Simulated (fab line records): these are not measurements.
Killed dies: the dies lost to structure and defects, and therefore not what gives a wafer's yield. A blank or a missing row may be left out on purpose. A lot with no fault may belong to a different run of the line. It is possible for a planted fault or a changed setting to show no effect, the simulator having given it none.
What tool caused it? | flow gf180mcu | 13 lots with 39 wafers sampled at 3 steps, on a route of 602 steps

== WHAT EACH GAUGE READ, for each wafer ==
GF_V4_THK_MEAS_03.
lot  | measured     | on            | V4_CVD_02_THK (nm)
L724 | day 23 05:16 | film-metro-01 | 863 861 863
L725 | day 23 07:15 | film-metro-04 | 848 851 861
L726 | day 23 23:14 | film-metro-03 | 835 839 844
L727 | day 24 08:34 | film-metro-04 | 852 856 861
L730 | day 25 13:39 | film-metro-01 | 850 852 849
L731 | day 25 19:40 | film-metro-01 | 844 847 842
L732 | day 26 01:26 | film-metro-03 | 846 851 836
L733 | day 26 08:08 | film-metro-03 | 859 848 867
L738 | day 28 00:02 | film-metro-04 | 830 846 854
L739 | day 28 17:26 | film-metro-01 | 850 846 846
L741 | day 29 06:02 | film-metro-01 | 856 871 864
L746 | day 30 10:32 | film-metro-01 | 856 854 869
L747 | day 30 20:06 | film-metro-04 | 860 871 873

== TOOL THAT RAN EACH LOT (tool first, then ch and the chambers of the sampled wafers, then the start) ==
lot  | GF_V3_CMP_04                  | GF_V3_STRIP_18
L724 | cmp-01 ch 2,3, day 21 02:38   | plasma-asher-03 ch 0,1, day 22 03:33
L725 | cmp-02 ch 1,2,3, day 21 05:04 | plasma-asher-03 ch 1, day 22 05:07
L726 | cmp-02 ch 1,2,3, day 21 20:32 | plasma-asher-01 ch 0,1, day 22 21:32
L727 | cmp-01 ch 1,2, day 22 07:46   | plasma-asher-04 ch 0,1, day 23 07:47
L730 | cmp-02 ch 1,2,3, day 23 13:47 | plasma-asher-04 ch 0,1, day 24 12:13
L731 | cmp-01 ch 0,2, day 23 21:28   | plasma-asher-04 ch 0,1, day 24 19:53
L732 | cmp-02 ch 0,1,2, day 24 02:10 | plasma-asher-04 ch 0,1, day 25 01:34
L733 | cmp-01 ch 0,2,3, day 24 10:24 | plasma-asher-01 ch 0,1, day 25 08:08
L738 | cmp-02 ch 1,2,3, day 26 04:44 | plasma-asher-01 ch 0,1, day 27 01:46
L739 | cmp-02 ch 1,2,3, day 26 22:43 | plasma-asher-01 ch 0,1, day 27 19:31
L741 | cmp-02 ch 1,3, day 27 11:58   | plasma-asher-04 ch 0,1, day 28 08:27
L746 | cmp-01 ch 0,2, day 28 18:40   | plasma-asher-04 ch 0,1, day 29 12:52
L747 | cmp-02 ch 0,1,2, day 29 05:10 | plasma-asher-04 ch 1, day 29 23:43
- GF_V3_CMP_04: polishes SiO2.
- GF_V3_STRIP_18: strips in O2/N2.

== AS READ BY THE TOOLS THEMSELVES (means over the sampled wafers that have a number; for cases with no such wafer, the mark the record gives instead) ==
GF_V3_CMP_04.
lot  | tool   | motor-current-A (A) | time-to-endpoint-s (s)
L724 | cmp-01 | 12.1                | 85
L725 | cmp-02 | 12.4                | 82
L726 | cmp-02 | 12.8                | 81
L727 | cmp-01 | 12.9                | 76
L730 | cmp-02 | 12.6                | 81
L731 | cmp-01 | 11.9                | 83
L732 | cmp-02 | 12.3                | 84
L733 | cmp-01 | 12.4                | 87
L738 | cmp-02 | 12.5                | 77
L739 | cmp-02 | 12.7                | 81
L741 | cmp-02 | 11.5                | 82
L746 | cmp-01 | 11.8                | 84
L747 | cmp-02 | 12.0                | 79

GF_V3_STRIP_18.
lot  | tool            | drypump-motor-current-A (A) | heater-power-w (W) | oes-product-au (a.u.)
L724 | plasma-asher-03 | 6.5                         | 344                | 0.595
L725 | plasma-asher-03 | 6.7                         | 339                | 0.592
L726 | plasma-asher-01 | 5.8                         | 377                | 0.592
L727 | plasma-asher-04 | 5.6                         | 290                | 0.592
L730 | plasma-asher-04 | 5.4                         | 307                | 0.595
L731 | plasma-asher-04 | 5.6                         | 288                | 0.588
L732 | plasma-asher-04 | 5.4                         | 300                | 0.585
L733 | plasma-asher-01 | 6.1                         | 354                | 0.590
L738 | plasma-asher-01 | 5.8                         | 383                | 0.592
L739 | plasma-asher-01 | 6.1                         | 359                | 0.596
L741 | plasma-asher-04 | 5.4                         | 304                | 0.590
L746 | plasma-asher-04 | 5.6                         | 292                | 0.593
L747 | plasma-asher-04 | 5.1                         | 323                | 0.598

== THE ANSWER, worked out from the rows above alone ==
Rule: what is usual is taken from the lots themselves. The widest of any qualifying gaps counts: lots, ordered by their means at a reading, are off when they make up no more than a third of the lots, leave a main group of 4 or more, and stand apart from it by 3 or more times the standard deviation of that group's means. If all means in a main group match to the digits the tables above print for the reading, that group is not used. Also off: a lot with no number at a reading for which 4 or more lots have one. Where the step has rows for the other lots, those lots are counted as sound. The gauges are gone through in route order, then the tools' own readings, and for those a lot's mean is taken as printed above. The first step at which some lot is off is used, and at that step the reading that is off furthest; a lot without a number counts as furthest.
None of the lots is off at any reading shown; this tells nothing.

== WHAT THE SIMULATOR HAD PUT IN ==
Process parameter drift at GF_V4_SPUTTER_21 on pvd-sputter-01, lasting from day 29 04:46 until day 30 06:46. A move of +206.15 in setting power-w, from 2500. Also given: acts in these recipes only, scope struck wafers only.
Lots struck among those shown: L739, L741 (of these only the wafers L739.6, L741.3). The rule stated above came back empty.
